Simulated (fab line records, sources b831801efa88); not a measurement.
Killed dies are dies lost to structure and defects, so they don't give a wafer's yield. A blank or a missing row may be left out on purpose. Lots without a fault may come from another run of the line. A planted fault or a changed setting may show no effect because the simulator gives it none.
A struck lot beside a sound one | flow sky130 | 15 steps out of a route of 708
Sound: wafers L969.2, L969.3, L969.5. Struck: wafers L983.2, L983.4, L983.6. The cause comes at the end.
At each step with rows: each side's tool, then ch and its chambers, then its first start. Under that, the readings that differ: sound wafers | struck wafers | difference of the means | sigmas: that difference in standard deviations of wafers without a fault.
alike: readings whose means differ by less than 2 such deviations, and words and numbers that are the same on both sides. not compared: withheld readings, readings that some wafer has no value for, bounds like >300 that may hide the same value, and numbers for which the record gives no deviation and whose values overlap.
The two part at a step that has a row with sigmas, a row that says differs or no value, or rows on one side only. Numbers that don't overlap but have no deviation are shown without sigmas and don't part them. A reading that every wafer of one side lacks parts them only if that side has two wafers or more.

first, 7 steps without rows for these wafers: SKY_LDD_N_DEHYDRATE_00 (time 60 s); SKY_LDD_N_HMDS_01 (prime time 60 s); SKY_LDD_N_COAT_02 (resist thk 300 nm); SKY_LDD_N_SOFTBAKE_03 (time 60 s); SKY_LDD_N_EXPOSE_04 (exposes mask NTM, target cd 840 nm); SKY_LDD_N_PEB_05; SKY_LDD_N_DEVELOP_06 (develop time 60 s).
SKY_LDD_N_OVL_MEAS_07:
  sound on overlay-02, day 17 19:42; struck on overlay-01, day 23 20:01
  alike: LDD_N_OVL
then, 4 steps without rows for these wafers: SKY_LDD_N_IMPLANT_08; SKY_LDD_N_IMPLANT_09; SKY_LDD_N_IMPLANT_10; SKY_LDD_N_IMPLANT_11.
SKY_LDD_N_IMPLANT_12:
  sound on implanter-02 ch 0, day 17 20:22; struck on implanter-01 ch 0, day 23 20:40
  reading            | sound                         | struck                        | difference | sigmas
  dose_ions_cm2      | 4.999e+12 4.996e+12 4.999e+12 | 7.169e+12 7.161e+12 7.167e+12 | +2.168e+12 | +99 or more
  faraday_current_uA | 28.3 29.2 28.1                | 40.2 38.3 40.3                | +11.1      | +19
then, 1 step without rows for these wafers: SKY_LDD_N_IMPLANT_13.
-- the record jumps here: 26 days lie between the struck wafers' starts before and after (it left off in module LDD_N and takes up again in module PAD_OPEN, whose first step shown is number 708 of the route) --
SKY_PAD_OPEN_PROBE_99:
  sound on prober-02, day 45 19:46; struck on prober-02, day 49 16:20
  reading                                 | sound                | struck               | difference | sigmas
  model.etest.nfet_01v8_lvt.vt_sat_v (V)  | 0.5226 0.5455 0.5329 | 0.583 0.5753 0.5793  | +0.046     |
  model.etest.sram_nfet_pass.vt_sat_v (V) | 0.5706 0.5465 0.5641 | 0.6156 0.5942 0.606  | +0.0449    |
  model.etest.nfet_01v8.vt_sat_v (V)      | 0.6372 0.6502 0.6412 | 0.6808 0.6749 0.6751 | +0.0341    |
  model.etest.nfet_01v8_lvt.vt_v (V)      | 0.6037 0.6136 0.6079 | 0.631 0.6246 0.6267  | +0.019     |
  model.etest.nfet_01v8.vt_v (V)          | 0.6925 0.7026 0.6939 | 0.7188 0.7138 0.7134 | +0.0190    |
  model.etest.nfet_01v8_swapped.vt_v (V)  | 0.6922 0.7026 0.6939 | 0.7181 0.7126 0.7125 | +0.0182    |

WHERE THEY PART
Only at SKY_LDD_N_IMPLANT_12, within this record.

WHY: what the simulator had put in
Process parameter drift: implanter-01, from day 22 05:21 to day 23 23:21, at SKY_LDD_N_IMPLANT_12. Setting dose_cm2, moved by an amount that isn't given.
